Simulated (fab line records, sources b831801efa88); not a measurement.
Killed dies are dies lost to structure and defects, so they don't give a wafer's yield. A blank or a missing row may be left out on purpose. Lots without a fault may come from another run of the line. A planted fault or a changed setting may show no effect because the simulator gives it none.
One fault seen from 2 desks | flow gf180mcu | each desk has only its own numbers; what lay behind them comes last

THE METROLOGY DESK
What the gauges read, lot by lot, whatever tool the lot ran on: means of the sampled wafers that have a number. A lot is out of limits, marked OUT, if its mean lies more than 4 standard deviations from the usual mean; the brackets give that distance.
Columns: A = HV_LDD_01_OVL at GF_HV_LDD_OVL_MEAS_20, usual -0.3 nm; B = cd_nm at GF_PSD_CD_MEAS_07, usual 400.2 nm
lot  | first seen here | A    | B
L906 | day 11 10:51    | -2.1 | 403.0
L907 | day 11 14:55    | 0.1  | 400.8
L914 | day 13 17:27    | 0.6  | 398.6
L918 | day 14 21:33    | 1.3  | 400.2
L919 | day 15 08:26    | 0.5  | 397.5
L922 | day 16 05:13    | 0.6  | 402.5
L923 | day 16 15:23    | -1.7 | 403.7
L924 | day 16 20:27    | -1.6 | 400.8
L925 | day 17 02:50    | 0.3  | 399.9
L926 | day 17 12:17    | 0.2  | 399.5
L927 | day 17 19:11    | 0.8  | 396.3
L928 | day 18 04:05    | -1.3 | 404.0
L929 | day 18 13:53    | -0.9 | 399.5
This desk's finding: nothing out of limits on any of the 13 lots.

THE TOOL OWNER'S DESK: rie_diel-04
The tool's own readings at GF_HV_LDD_ETCHBACK_58 (etches Si3N4 in CH3F/O2, stops on SiO2, time 100 s, target depth 90 nm): means of the sampled wafers that have a number, for each lot that ran on this tool. A lot is out of limits, marked OUT, if its mean lies more than 4 standard deviations from the usual mean; the brackets give that distance.
Columns: A = bias_w at GF_HV_LDD_ETCHBACK_58, usual 80.03 W; B = drypump_motor_current_A at GF_HV_LDD_ETCHBACK_58, usual 5.8 A; C = oes_product_au at GF_HV_LDD_ETCHBACK_58, usual 0.843 a.u.; D = throttle_valve_pct at GF_HV_LDD_ETCHBACK_58, usual 10.561 %
lot  | first seen here | A     | B   | C     | D
L907 | day 13 12:55    | 80.18 | 5.9 | 0.841 | 10.561
L914 | day 15 16:09    | 80.18 | 5.6 | 0.829 | 10.562
L926 | day 19 18:08    | 80.02 | 5.7 | 0.845 | 10.553
This desk's finding: nothing out of limits on any of the 3 lots.

PUT TOGETHER
The metrology desk saw nothing out of limits.
The tool owner's desk saw nothing out of limits.

WHAT THE SIMULATOR HAD PUT IN
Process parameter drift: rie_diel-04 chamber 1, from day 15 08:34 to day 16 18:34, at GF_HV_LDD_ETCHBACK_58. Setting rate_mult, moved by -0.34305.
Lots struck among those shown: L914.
